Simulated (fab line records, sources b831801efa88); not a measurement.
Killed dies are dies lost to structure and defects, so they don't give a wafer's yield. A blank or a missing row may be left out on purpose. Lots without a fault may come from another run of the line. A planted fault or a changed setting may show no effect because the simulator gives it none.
fab line records | flow gf180mcu
record lots=24 wafers=72 last_day=34
route steps=602 shown V4@493 V5@544 PASSIVATION@601
lots that met no fault: from a run of the same line without faults
start_h: hours from the record's first day to the start of the lot's first wafer shown | wait_h: hours since the lot's step before | " the same as in the row above | L1.1+2: a row that stands for several wafers | - no value, or no start given | * or withheld: withheld | < > ~ a bound
route shown NAME@n: a module of which the file shows steps, and the number in the route of the first | usual: mean/standard deviation of fault-free wafers | same: alike in all rows | chamber/n: place in a boat | sites: the reading at each site | _std_site: their standard deviation | _edge_site: outer sites' mean less inner sites' | radius_mm: how far each site lies from the wafer's centre | mask NAME#n: copy n | behind: the tool/chamber that last shaped the wafer | hold: why the lot was held/for how many hours/how that ended | device: the transistor (n, p or np) that didn't switch | end of line: the same wafers' tests at the end of the route | a step without rows: its recipe alone | killed: dies lost to structure and defects at the first sort, not the wafer's yield | map: a wafer's dies, x killed, . not, _ none there
set.NAME: the setting as run; set.NAME@STEP: as run at that earlier step | model.NAME: the simulator's own value behind a step, which no gauge read
steps of the route over a sample of lots; a table a step, a row a wafer
services: from which hour (start_h, from the record's first day; less than 0 if before it) a tool's chamber was out of use, for how many hours, and why
## steps
# step GF_V4_ETCH_17
# recipe chemistry=C4F8/O2/Ar mask_material=KrF target=SiO2 stop_on=TiN source_w=1500 bias_w=1200 pressure_mtorr=40 c4f8_flow_sccm=withheld O2_flow_sccm=6 Ar_flow_sccm=300 time_s=withheld target_depth_a=6300
# usual oes_product_au=0.857/0.0046
# columns lot.wafer tool chamber start_h wait_h oes_product_au
L074.1 rie_diel-03 1 - - 0.866
L074.5 " 1 " " 0.856
L074.6 " 2 " " 0.857
L075.1 rie_diel-01 2 - - 0.846
L075.5 " 3 " " 0.854
L075.6 " 2 " " 0.855
L076.4 rie_diel-03 1 - - 0.863
L076.5 " 1 " " 0.864
L076.6 " 2 " " 0.860
L077.2 rie_diel-01 1 - - 0.853
L077.3 " 3 " " 0.854
L077.6 " 3 " " 0.859
L078.3 rie_diel-03 2 - - 0.850
L078.5 " 3 " " 0.866
L078.6 " 2 " " 0.854
L079.1 rie_diel-01 3 - - 0.851
L079.3 " 1 " " 0.862
L079.4 " 2 " " 0.857
L080.1 rie_diel-03 1 - - 0.857
L080.3 " 2 " " 0.852
L080.4 " 2 " " 0.857
L081.1 rie_diel-02 0 - - 0.855
L081.3 " 2 " " 0.862
L081.6 " 1 " " 0.853
L082.2 rie_diel-02 1 - - 0.860
L082.4 " 3 " " 0.854
L082.6 " 0 " " 0.861
L083.2 rie_diel-03 2 - - 0.860
L083.3 " 3 " " 0.856
L083.4 " 1 " " 0.855
L084.1 rie_diel-01 0 - - 0.853
L084.3 " 3 " " 0.865
L084.4 " 2 " " 0.860
L085.1 rie_diel-01 1 - - 0.859
L085.4 " 0 " " 0.851
L085.5 " 1 " " 0.860
L086.1 rie_diel-03 0 - - 0.858
L086.3 " 3 " " 0.850
L086.6 " 1 " " 0.859
L087.1 rie_diel-01 1 - - 0.856
L087.3 " 0 " " 0.853
L087.4 " 2 " " 0.856
L088.1 rie_diel-03 3 - - 0.867
L088.5 " 2 " " 0.855
L088.6 " 0 " " 0.856
L089.3 rie_diel-02 1 - - 0.862
L089.4 " 2 " " 0.853
L089.5 " 1 " " 0.853
L090.1 rie_diel-02 0 - - 0.865
L090.2 " 1 " " 0.863
L090.3 " 2 " " 0.854
L091.1 rie_diel-03 3 - - 0.859
L091.5 " 2 " " 0.856
L091.6 " 1 " " 0.862
L092.1 rie_diel-02 1 - - 0.861
L092.3 " 2 " " 0.856
L092.5 " 0 " " 0.851
L093.3 rie_diel-02 2 - - 0.852
L093.4 " 0 " " 0.856
L093.6 " 1 " " 0.863
L094.1 rie_diel-03 2 - - 0.858
L094.4 " 0 " " 0.854
L094.6 " 1 " " 0.849
L095.1 rie_diel-01 0 - - 0.859
L095.4 " 3 " " 0.860
L095.5 " 0 " " 0.857
L096.1 rie_diel-02 1 - - 0.854
L096.2 " 2 " " 0.860
L096.3 " 0 " " 0.862
L097.3 rie_diel-02 2 - - 0.858
L097.4 " 2 " " 0.853
L097.5 " 0 " " 0.856
# step GF_V5_CMP_04
# recipe material=SiO2 down_force_psi=4 platen_rpm=60 pad_velocity_m_s=0.94248
# usual motor_current_A=12.3/1.2 slurry_flow_ml_min=149.9/0.47
# columns lot.wafer tool chamber start_h wait_h motor_current_A slurry_flow_ml_min
L074.1 cmp-02 2 616.03 0.2 10.5 150.2
L074.6 " 0 " " 13.1 150.3
L074.5 " 1 " " 14.5 149.8
L075.1 cmp-02 1 616.58 0.3 13.4 149.6
L075.6 " 0 " " 13.1 150.1
L075.5 " 1 " " 13.9 149.7
L076.4 cmp-02 2 627.44 0.2 10.9 149.7
L076.6 " 3 " " 12.8 149.9
L076.5 " 0 " " 13.4 149.3
L077.3 cmp-01 3 638.87 0.2 11.2 150.2
L077.2 " 0 " " 11.2 150.0
L077.6 " 1 " " 10.8 149.6
L078.3 cmp-01 0 643.30 0.1 11.1 150.7
L078.6 " 2 " " 12.8 149.7
L078.5 " 3 " " 11.2 150.3
L079.3 cmp-01 1 643.95 0.0 11.2 149.5
L079.4 " 2 " " 13.1 149.9
L079.1 " 0 " " 11.3 150.2
L080.4 cmp-01 1 656.75 0.1 11.2 150.3
L080.3 " 2 " " 13.2 149.6
L080.1 " 3 " " 12.0 150.7
L081.1 cmp-01 0 663.19 0.1 11.8 149.7
L081.3 " 1 " " 10.5 149.6
L081.6 " 0 " " 11.8 149.5
L082.4 cmp-01 2 670.24 0.4 13.3 151.0
L082.2 " 3 " " 11.5 148.5
L082.6 " 0 " " 11.2 149.9
L083.4 cmp-02 0 675.73 0.0 14.3 149.0
L083.2 " 1 " " 14.2 150.2
L083.3 " 2 " " 11.2 150.2
L084.3 cmp-01 2 683.73 0.0 13.1 149.9
L084.1 " 3 " " 11.2 150.4
L084.4 " 1 " " 11.3 149.9
L085.4 cmp-02 3 693.26 0.0 13.0 151.0
L085.1 " 1 " " 14.6 149.7
L085.5 " 3 " " 12.5 151.0
L086.3 cmp-01 1 696.96 0.2 12.0 149.4
L086.1 " 2 " " 13.3 149.6
L086.6 " 3 " " 11.4 149.8
L087.1 cmp-01 1 710.40 0.1 11.6 149.7
L087.3 " 2 " " 13.5 150.7
L087.4 " 3 " " 11.6 150.1
L088.1 cmp-01 2 713.10 0.1 13.1 150.6
L088.6 " 1 " " 10.2 150.1
L088.5 " 2 " " 13.1 149.5
L089.4 cmp-01 2 715.37 0.0 12.9 150.7
L089.3 " 1 " " 11.1 150.4
L089.5 " 2 " " 12.8 149.9
L090.2 cmp-01 2 724.74 0.0 13.3 149.8
L090.3 " 0 " " 12.0 149.1
L090.1 " 1 " " 11.0 149.9
L091.1 cmp-01 1 730.66 0.1 11.2 151.1
L091.5 " 1 " " 11.4 149.9
L091.6 " 2 " " 12.8 149.7
L092.1 cmp-02 2 740.07 0.1 11.5 149.8
L092.3 " 3 " " 13.2 149.8
L092.5 " 2 " " 10.8 150.3
L093.3 cmp-02 0 742.17 0.0 13.6 149.3
L093.4 " 3 " " 12.7 150.0
L093.6 " 1 " " 15.5 149.5
L094.4 cmp-01 0 748.40 0.1 11.6 150.1
L094.1 " 2 " " 13.1 150.2
L094.6 " 0 " " 11.5 149.7
L095.4 cmp-02 1 757.10 0.2 14.8 150.6
L095.1 " 3 " " 13.2 150.8
L095.5 " 2 " " 11.4 150.1
L096.2 cmp-02 1 759.19 0.1 14.8 149.8
L096.3 " 2 " " 11.0 150.7
L096.1 " 3 " " 12.8 150.6
L097.3 cmp-01 2 764.45 0.0 13.4 150.0
L097.4 " 3 " " 12.0 150.0
L097.5 " 2 " " 13.3 150.7
# step GF_V5_CD_MEAS_14
# recipe target_cd_nm=260
# usual cd_nm=260.2/1.1
# columns lot.wafer tool chamber start_h wait_h cd_nm
L074.1 cd_sem-01 - 636.22 0.1 258.2
L074.5 " - " " 257.2
L074.6 " - " " 258.5
L075.1 cd_sem-02 - 637.14 0.1 260.0
L075.5 " - " " 261.4
L075.6 " - " " 258.7
L076.4 cd_sem-02 - 647.86 0.1 262.8
L076.5 " - " " 262.3
L076.6 " - " " 262.7
L077.2 cd_sem-02 - 659.57 0.1 260.1
L077.3 " - " " 260.6
L077.6 " - " " 260.7
L078.3 cd_sem-01 - 663.48 0.1 261.0
L078.5 " - " " 260.4
L078.6 " - " " 259.9
L079.1 cd_sem-02 - 664.25 0.1 259.9
L079.3 " - " " 260.6
L079.4 " - " " 260.2
L080.1 cd_sem-02 - 676.69 0.1 259.3
L080.3 " - " " 259.9
L080.4 " - " " 260.5
L081.1 cd_sem-02 - 683.44 0.1 259.7
L081.3 " - " " 259.4
L081.6 " - " " 257.9
L082.2 cd_sem-01 - 690.02 0.1 261.0
L082.4 " - " " 262.4
L082.6 " - " " 261.3
L083.2 cd_sem-02 - 695.11 0.1 259.2
L083.3 " - " " 259.6
L083.4 " - " " 258.8
L084.1 cd_sem-01 - 702.95 0.1 259.9
L084.3 " - " " 260.7
L084.4 " - " " 259.8
L085.1 cd_sem-02 - 712.34 0.1 260.8
L085.4 " - " " 259.6
L085.5 " - " " 259.0
L086.1 cd_sem-01 - 715.75 0.1 261.2
L086.3 " - " " 259.9
L086.6 " - " " 260.7
L087.1 cd_sem-02 - 728.62 0.1 260.2
L087.3 " - " " 259.0
L087.4 " - " " 259.5
L088.1 cd_sem-02 - 731.19 0.1 261.2
L088.5 " - " " 261.2
L088.6 " - " " 260.2
L089.3 cd_sem-02 - 733.08 0.1 259.2
L089.4 " - " " 259.4
L089.5 " - " " 259.2
L090.1 cd_sem-01 - 741.69 0.1 261.3
L090.2 " - " " 259.5
L090.3 " - " " 260.0
L091.1 cd_sem-01 - 747.95 0.1 259.9
L091.5 " - " " 261.4
L091.6 " - " " 262.8
L092.1 cd_sem-02 - 757.32 0.1 259.9
L092.3 " - " " 260.5
L092.5 " - " " 259.4
L093.3 cd_sem-02 - 759.16 0.1 261.5
L093.4 " - " " 261.3
L093.6 " - " " 258.9
L094.1 cd_sem-01 - 764.92 0.1 261.1
L094.4 " - " " 261.3
L094.6 " - " " 262.3
L095.1 cd_sem-01 - 773.74 0.1 258.5
L095.4 " - " " 259.8
L095.5 " - " " 259.3
L096.1 cd_sem-02 - 775.70 0.1 259.4
L096.2 " - " " 259.1
L096.3 " - " " 260.0
L097.3 cd_sem-02 - 780.98 0.1 259.5
L097.4 " - " " 258.2
L097.5 " - " " 259.5
# step GF_V5_STRIP_18
# recipe chemistry=O2/N2 power_w=1400 pressure_mtorr=1500 platen_temp_c=250 o2_flow_sccm=3000 n2_flow_sccm=300 overash_fraction=0.5
# usual drypump_motor_current_A=5.8/0.39 heater_power_w=321/35 oes_product_au=0.569/0.0053
# same overash_fraction=0.5
# columns lot.wafer tool chamber start_h wait_h drypump_motor_current_A heater_power_w oes_product_au rf_hours_counter_h
L074.1 plasma_asher-02 1 636.53 - 5.2 364 0.563 93
L074.5 " 1 " " 5.2 366 0.569 -
L074.6 " 0 " " 6.0 352 0.569 -
L075.1 plasma_asher-04 1 637.45 - 5.4 262 0.575 55
L075.5 " 0 " " 5.9 307 0.580 -
L075.6 " 1 " " 5.4 256 0.573 -
L076.4 plasma_asher-02 1 648.15 - 5.2 374 0.572 -
L076.5 " 1 " " 5.2 363 0.565 -
L076.6 " 0 " " 5.9 364 0.567 -
L077.2 plasma_asher-04 1 659.86 - 5.4 275 0.558 57
L077.3 " 0 " " 5.8 324 0.569 -
L077.6 " 0 " " 5.8 317 0.574 -
L078.3 plasma_asher-02 1 663.78 - 5.2 357 0.571 -
L078.5 " 0 " " 6.0 354 0.571 -
L078.6 " 1 " " 5.2 356 0.571 -
L079.1 plasma_asher-01 1 664.56 - 6.4 280 0.567 104
L079.3 " 1 " " 6.4 290 0.571 -
L079.4 " 0 " " 5.8 337 0.567 -
L080.1 plasma_asher-01 0 677.00 - 5.7 330 0.564 105
L080.3 " 1 " " 6.4 280 0.564 -
L080.4 " 0 " " 5.7 327 0.566 -
L081.1 plasma_asher-04 0 683.75 - 5.9 329 0.573 60
L081.3 " 0 " " 5.9 319 0.573 -
L081.6 " 0 " " 5.8 323 0.567 -
L082.2 plasma_asher-02 0 690.31 - 5.9 365 0.574 99
L082.4 " 0 " " 6.0 353 0.567 -
L082.6 " 1 " " 5.2 364 0.561 -
L083.2 plasma_asher-02 0 695.40 - 6.0 355 0.568 100
L083.3 " 0 " " 6.0 368 0.560 -
L083.4 " 1 " " 5.2 358 0.572 -
L084.1 plasma_asher-02 0 703.26 - 6.0 365 0.581 101
L084.3 " 0 " " 6.0 360 0.562 -
L084.4 " 1 " " 5.2 349 0.579 -
L085.1 plasma_asher-01 0 712.65 - 5.8 329 0.572 107
L085.4 " 1 " " 6.4 284 0.578 -
L085.5 " 0 " " 5.8 330 0.576 -
L086.1 plasma_asher-04 0 716.06 - 5.8 317 0.567 63
L086.3 " 0 " " 5.8 318 0.571 -
L086.6 " 1 " " 5.4 267 0.569 -
L087.1 plasma_asher-01 0 728.93 - 5.8 334 0.566 108
L087.3 " 0 " " 5.8 329 0.576 -
L087.4 " 1 " " 6.4 287 0.570 -
L088.1 plasma_asher-01 1 731.50 - 6.4 277 0.574 109
L088.5 " 1 " " 6.4 283 0.570 -
L088.6 " 0 " " 5.8 331 0.569 -
L089.3 plasma_asher-04 1 733.38 - 5.4 264 0.569 -
L089.4 " 0 " " 5.8 320 0.561 -
L089.5 " 0 " " 5.8 316 0.569 -
L090.1 plasma_asher-02 1 742.00 - 5.2 361 0.570 105
L090.2 " 0 " " 6.0 359 0.569 105
L090.3 " 1 " " 5.2 364 0.578 -
L091.1 plasma_asher-01 1 748.26 - 6.4 291 0.569 1
L091.5 " 1 " " 6.4 291 0.557 -
L091.6 " 0 " " 5.7 323 0.572 -
L092.1 plasma_asher-01 0 757.63 - 5.8 327 0.564 2
L092.3 " 1 " " 6.4 291 0.568 -
L092.5 " 1 " " 6.4 287 0.565 -
L093.3 plasma_asher-01 0 759.47 - 5.8 317 0.573 -
L093.4 " 1 " " 6.4 292 0.569 -
L093.6 " 1 " " 6.4 288 0.563 -
L094.1 plasma_asher-04 0 765.23 - 5.8 319 0.571 68
L094.4 " 1 " " 5.4 259 0.569 -
L094.6 " 0 " " 5.8 319 0.573 -
L095.1 plasma_asher-02 1 774.05 - 5.2 353 0.582 109
L095.4 " 0 " " 6.0 355 0.571 -
L095.5 " 1 " " 5.2 371 0.561 -
L096.1 plasma_asher-04 0 776.01 - 5.8 318 0.573 69
L096.2 " 1 " " 5.4 265 0.562 69
L096.3 " 0 " " 5.9 325 0.566 -
L097.3 plasma_asher-01 0 781.28 - 5.8 322 0.568 -
L097.4 " 1 " " 6.4 291 0.572 -
L097.5 " 1 " " 6.4 287 0.564 -
# step GF_V5_SPUTTER_22
# recipe material=TiN target_thk_nm=10 chamber_pressure_pa=5 power_w=4000 time_s=40
# usual chamber_pressure_pa=5.001/0.011 throttle_valve_pct=30.0/0.71
# columns lot.wafer tool chamber start_h wait_h chamber_pressure_pa throttle_valve_pct
L074.1 pvd_sputter-01 - 637.22 0.0 4.990 29.2
L074.5 " - " " 4.993 29.9
L074.6 " - " " 4.974 31.0
L075.1 pvd_sputter-03 - 638.13 0.0 4.997 30.2
L075.5 " - " " 4.988 30.4
L075.6 " - " " 4.997 29.5
L076.4 pvd_sputter-03 - 649.06 0.0 4.997 30.3
L076.5 " - " " 5.006 29.0
L076.6 " - " " 4.995 30.5
L077.2 pvd_sputter-04 - 660.50 0.0 4.985 29.1
L077.3 " - " " 4.996 31.0
L077.6 " - " " 4.978 28.8
L078.3 pvd_sputter-03 - 664.35 0.0 5.004 29.3
L078.5 " - " " 5.009 30.0
L078.6 " - " " 4.998 30.2
L079.1 pvd_sputter-03 - 665.17 0.0 4.995 30.2
L079.3 " - " " 5.010 30.2
L079.4 " - " " 5.009 29.3
L080.1 pvd_sputter-01 - 677.59 0.0 5.032 30.4
L080.3 " - " " 5.005 30.0
L080.4 " - " " 4.998 31.4
L081.1 pvd_sputter-01 - 684.37 0.0 5.020 31.2
L081.3 " - " " 5.005 29.8
L081.6 " - " " 5.005 29.7
L082.2 pvd_sputter-04 - 690.91 0.0 4.998 29.9
L082.4 " - " " 5.013 30.2
L082.6 " - " " 5.018 30.5
L083.2 pvd_sputter-03 - 696.08 0.0 5.006 30.2
L083.3 " - " " 5.005 30.5
L083.4 " - " " 4.998 29.1
L084.1 pvd_sputter-04 - 703.93 0.0 5.000 29.9
L084.3 " - " " 4.999 30.7
L084.4 " - " " 4.990 28.7
L085.1 pvd_sputter-04 - 713.24 0.0 4.996 30.6
L085.4 " - " " 4.995 30.2
L085.5 " - " " 4.983 30.8
L086.1 pvd_sputter-01 - 716.66 0.0 5.023 29.8
L086.3 " - " " 5.001 31.0
L086.6 " - " " 5.013 29.8
L087.1 pvd_sputter-01 - 729.53 0.0 4.986 30.2
L087.3 " - " " 4.997 29.6
L087.4 " - " " 5.007 29.2
L088.1 pvd_sputter-03 - 732.12 0.0 4.990 30.3
L088.5 " - " " 5.011 30.4
L088.6 " - " " 5.002 29.7
L089.3 pvd_sputter-04 - 733.98 0.0 5.006 28.9
L089.4 " - " " 5.002 29.0
L089.5 " - " " 5.020 30.2
L090.1 pvd_sputter-01 - 742.60 0.0 4.989 29.5
L090.2 " - " " 4.990 30.9
L090.3 " - " " 4.996 29.0
L091.1 pvd_sputter-01 - 748.86 0.0 5.000 31.2
L091.5 " - " " 4.992 30.2
L091.6 " - " " 5.003 31.4
L092.1 pvd_sputter-04 - 758.23 0.0 4.990 30.6
L092.3 " - " " 5.002 28.5
L092.5 " - " " 5.016 28.9
L093.3 pvd_sputter-01 - 760.03 0.0 4.987 30.2
L093.4 " - " " 5.010 30.0
L093.6 " - " " 4.990 30.2
L094.1 pvd_sputter-01 - 765.86 0.0 5.005 31.2
L094.4 " - " " 5.005 29.3
L094.6 " - " " 5.005 31.2
L095.1 pvd_sputter-01 - 774.65 0.0 5.004 29.7
L095.4 " - " " 5.016 31.1
L095.5 " - " " 4.984 29.4
L096.1 pvd_sputter-04 - 776.61 0.0 4.979 30.0
L096.2 " - " " 4.997 29.1
L096.3 " - " " 5.004 30.8
L097.3 pvd_sputter-04 - 781.87 0.0 4.998 30.0
L097.4 " - " " 5.029 30.4
L097.5 " - " " 5.006 28.9
# step GF_PASSIVATION_BOW_MEAS_14
# recipe mode=bow
# usual PASSIVATION_BOW=135/11
# columns lot.wafer tool chamber start_h wait_h PASSIVATION_BOW[um]
L074.1 film_metro-02 - 679.92 0.0 142
L074.5 " - " " 152
L074.6 " - " " 159
L075.1 film_metro-03 - 681.36 0.0 129
L075.5 " - " " 125
L075.6 " - " " 123
L076.4 film_metro-04 - 691.72 0.1 131
L076.5 " - " " 130
L076.6 " - " " 128
L077.2 film_metro-04 - 702.02 0.0 130
L077.3 " - " " 130
L077.6 " - " " 146
L078.3 film_metro-04 - 705.90 0.0 142
L078.5 " - " " 144
L078.6 " - " " 152
L079.1 film_metro-02 - 706.72 0.0 141
L079.3 " - " " 137
L079.4 " - " " 147
L080.1 film_metro-04 - 718.25 0.0 130
L080.3 " - " " 105
L080.4 " - " " 125
L081.1 film_metro-02 - 724.46 0.0 137
L081.3 " - " " 135
L081.6 " - " " 124
L082.2 film_metro-02 - 730.89 0.0 127
L082.4 " - " " 136
L082.6 " - " " 131
L083.2 film_metro-02 - 735.87 0.0 131
L083.3 " - " " 143
L083.4 " - " " 121
L084.1 film_metro-04 - 743.21 0.0 144
L084.3 " - " " 138
L084.4 " - " " 137
L085.1 film_metro-03 - 751.42 0.0 135
L085.4 " - " " 144
L085.5 " - " " 131
L086.1 film_metro-04 - 754.82 0.0 116
L086.3 " - " " 107
L086.6 " - " " 108
L087.1 film_metro-02 - 767.56 0.0 147
L087.3 " - " " 117
L087.4 " - " " 130
L088.1 film_metro-03 - 769.25 0.0 154
L088.5 " - " " 146
L088.6 " - " " 151
L089.3 film_metro-04 - 771.35 0.0 141
L089.4 " - " " 124
L089.5 " - " " 146
L090.1 film_metro-02 - 779.05 0.0 156
L090.2 " - " " 143
L090.3 " - " " 157
L091.1 film_metro-02 - 785.11 0.0 130
L091.5 " - " " 126
L091.6 " - " " 124
L092.1 film_metro-02 - 793.76 0.0 110
L092.3 " - " " 138
L092.5 " - " " 125
L093.3 film_metro-04 - 795.30 0.0 125
L093.4 " - " " 125
L093.6 " - " " 132
L094.1 film_metro-04 - 800.47 0.0 146
L094.4 " - " " 139
L094.6 " - " " 149
L095.1 film_metro-02 - 808.35 0.0 138
L095.4 " - " " 150
L095.5 " - " " 148
L096.1 film_metro-04 - 810.21 0.0 144
L096.2 " - " " 125
L096.3 " - " " 137
L097.3 film_metro-03 - 816.26 0.0 141
L097.4 " - " " 142
L097.5 " - " " 144
## services
# columns tool chamber start_h hours kind
rie_diel-02 3 546.75 2.1 repair
rie_diel-02 1 547.44 15.3 repair
pvd_sputter-04 - 548.52 0.6 repair
plasma_asher-02 - 552.52 3.0 repair
cmp-02 - 572.49 4.0 pm
pvd_sputter-04 - 583.50 3.4 repair
rie_diel-03 - 583.64 14.6 pm
plasma_asher-04 - 600.04 4.0 pm
pvd_sputter-04 - 614.11 9.4 repair
rie_diel-03 1 666.95 8.0 repair
rie_diel-03 - 667.80 4.3 pm
plasma_asher-01 - 683.20 22.2 pm
rie_diel-01 1 704.10 2.9 repair
cmp-02 - 705.17 3.5 repair
plasma_asher-04 - 706.32 1.9 repair
rie_diel-02 3 715.51 15.5 repair
rie_diel-03 2 727.10 6.5 repair
pvd_sputter-04 - 727.56 0.9 repair
plasma_asher-01 - 733.75 9.0 pm
plasma_asher-02 - 739.30 0.4 repair
cmp-01 - 744.08 4.0 pm
rie_diel-01 1 751.69 1.7 repair
rie_diel-02 2 755.68 4.8 repair
cmp-02 - 780.68 1.2 repair
## key
fault none
